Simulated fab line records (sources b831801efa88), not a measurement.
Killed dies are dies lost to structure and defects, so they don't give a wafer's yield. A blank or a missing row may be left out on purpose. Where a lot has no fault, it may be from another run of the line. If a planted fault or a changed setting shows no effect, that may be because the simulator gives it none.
Shared-tool check / flow gf180mcu / Sample size 13 lots and 39 wafers

## WHY THIS WAS OPENED
2 of 13 lots carry a flag on the reading SAB_CVD_00_THK at GF_SAB_THK_MEAS_01. Fault-free wafers read 50.1 nm, with a standard deviation of 0.72.
Rule: flag the lot when none of its wafers has a number, or when each of its wafers that has one lies beyond 4 standard deviations from that mean. The rest of the lots are taken to be sound.

lot=L580; measured=day 14 11:04; on=film-metro-01; SAB_CVD_00_THK (nm), wafer by wafer=49.7 50.9 50.8; flag=
lot=L581; measured=day 15 00:04; on=film-metro-04; SAB_CVD_00_THK (nm), wafer by wafer=48.1 48.7 49.7; flag=
lot=L582; measured=day 15 12:29; on=film-metro-04; SAB_CVD_00_THK (nm), wafer by wafer=49.7 50.0 50.0; flag=
lot=L585; measured=day 16 04:47; on=film-metro-04; SAB_CVD_00_THK (nm), wafer by wafer=49.5 51.1 50.0; flag=
lot=L586; measured=day 16 15:34; on=film-metro-04; SAB_CVD_00_THK (nm), wafer by wafer=50.2 50.4 50.8; flag=
lot=L590; measured=day 17 19:50; on=film-metro-03; SAB_CVD_00_THK (nm), wafer by wafer=49.6 48.8 49.4; flag=
lot=L591; measured=day 18 05:51; on=film-metro-01; SAB_CVD_00_THK (nm), wafer by wafer=49.4 49.8 50.4; flag=
lot=L592; measured=day 18 17:44; on=film-metro-03; SAB_CVD_00_THK (nm), wafer by wafer=49.8 50.0 51.7; flag=
lot=L595; measured=day 19 15:45; on=film-metro-01; SAB_CVD_00_THK (nm), wafer by wafer=36.5 36.7 37.3; flag=FLAGGED
lot=L596; measured=day 20 03:16; on=film-metro-01; SAB_CVD_00_THK (nm), wafer by wafer=50.6 50.9 50.2; flag=
lot=L597; measured=day 20 09:20; on=film-metro-01; SAB_CVD_00_THK (nm), wafer by wafer=36.0 36.7 36.9; flag=FLAGGED
lot=L599; measured=day 21 00:25; on=film-metro-01; SAB_CVD_00_THK (nm), wafer by wafer=50.3 50.2 50.0; flag=
lot=L603; measured=day 21 18:17; on=film-metro-01; SAB_CVD_00_THK (nm), wafer by wafer=50.1 51.3 51.1; flag=
The numbers of the flagged lots are 36.7 nm on average: -13.4 nm against the usual, or -19 standard deviations.

## WHICH TOOL RAN EACH LOT
The record holds 1 process step before the reading, out of a route of 602 steps. Cell contents, in order: the tool; ch with the chambers the sampled wafers went through; the start.
lot=L580; flag=; GF_SAB_CVD_00=pecvd-04 ch 0,1,2, day 14 11:01
lot=L581; flag=; GF_SAB_CVD_00=pecvd-02 ch 0,1,2, day 15 00:02
lot=L582; flag=; GF_SAB_CVD_00=pecvd-04 ch 0,1,2, day 15 12:28
lot=L585; flag=; GF_SAB_CVD_00=pecvd-02 ch 0,2, day 16 04:46
lot=L586; flag=; GF_SAB_CVD_00=pecvd-01 ch 0,2, day 16 15:31
lot=L590; flag=; GF_SAB_CVD_00=pecvd-02 ch 0,1, day 17 19:49
lot=L591; flag=; GF_SAB_CVD_00=pecvd-04 ch 1,2, day 18 05:49
lot=L592; flag=; GF_SAB_CVD_00=pecvd-02 ch 0,1,2, day 18 17:43
lot=L595; flag=FLAGGED; GF_SAB_CVD_00=pecvd-02 ch 0,1,2, day 19 15:43
lot=L596; flag=; GF_SAB_CVD_00=pecvd-01 ch 0,1,2, day 20 03:13
lot=L597; flag=FLAGGED; GF_SAB_CVD_00=pecvd-02 ch 0,1, day 20 09:19
lot=L599; flag=; GF_SAB_CVD_00=pecvd-01 ch 0,1,2, day 21 00:22
lot=L603; flag=; GF_SAB_CVD_00=pecvd-01 ch 0,1,2, day 21 18:15
What is done by these steps:
- GF_SAB_CVD_00: deposits SiO2 from TEOS, target thk 50 nm, time 4.9302 s.
- GF_SAB_THK_MEAS_01

## FLAGGED OVER TOTAL, TOOL BY TOOL (the gauges that took the reading come last)
step=GF_SAB_CVD_00; tool=pecvd-01; lots run=4; flagged=0; share of the flagged lots=none; sound lots run after its first flagged lot=-
step=GF_SAB_CVD_00; tool=pecvd-02; lots run=6; flagged=2; share of the flagged lots=all; sound lots run after its first flagged lot=0
step=GF_SAB_CVD_00; tool=pecvd-04; lots run=3; flagged=0; share of the flagged lots=none; sound lots run after its first flagged lot=-
step=GF_SAB_THK_MEAS_01; tool=film-metro-01; lots run=7; flagged=2; share of the flagged lots=all; sound lots run after its first flagged lot=3 (L596,L599,L603)
step=GF_SAB_THK_MEAS_01; tool=film-metro-03; lots run=2; flagged=0; share of the flagged lots=none; sound lots run after its first flagged lot=-
step=GF_SAB_THK_MEAS_01; tool=film-metro-04; lots run=4; flagged=0; share of the flagged lots=none; sound lots run after its first flagged lot=-

## THE TABLE: WHAT IT ALLOWS
Table rows that saw every flagged lot: 2, namely pecvd-02 at GF_SAB_CVD_00 and film-metro-01 at GF_SAB_THK_MEAS_01.
- pecvd-02 at GF_SAB_CVD_00 ran 6 lots, 2 of them flagged. A fault beginning between L592 (day 18 17:43), its last sound lot, and L595 (day 19 15:43), its first flagged one, fits the data.
- film-metro-01 at GF_SAB_THK_MEAS_01 ran 7 lots, 2 of them flagged. Lots that were sound ran on it after the first flagged one (L596, L599, L603); a persistent fault on the entire tool would not allow that.
What remains is a single tool, pecvd-02 at GF_SAB_CVD_00.

## WHAT THE SIMULATOR HAD INSERTED
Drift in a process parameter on pecvd-02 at GF_SAB_CVD_00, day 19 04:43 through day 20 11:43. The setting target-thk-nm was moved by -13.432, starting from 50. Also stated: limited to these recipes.
Lots struck among those shown: L595, L597. This agrees with what the rule above found.
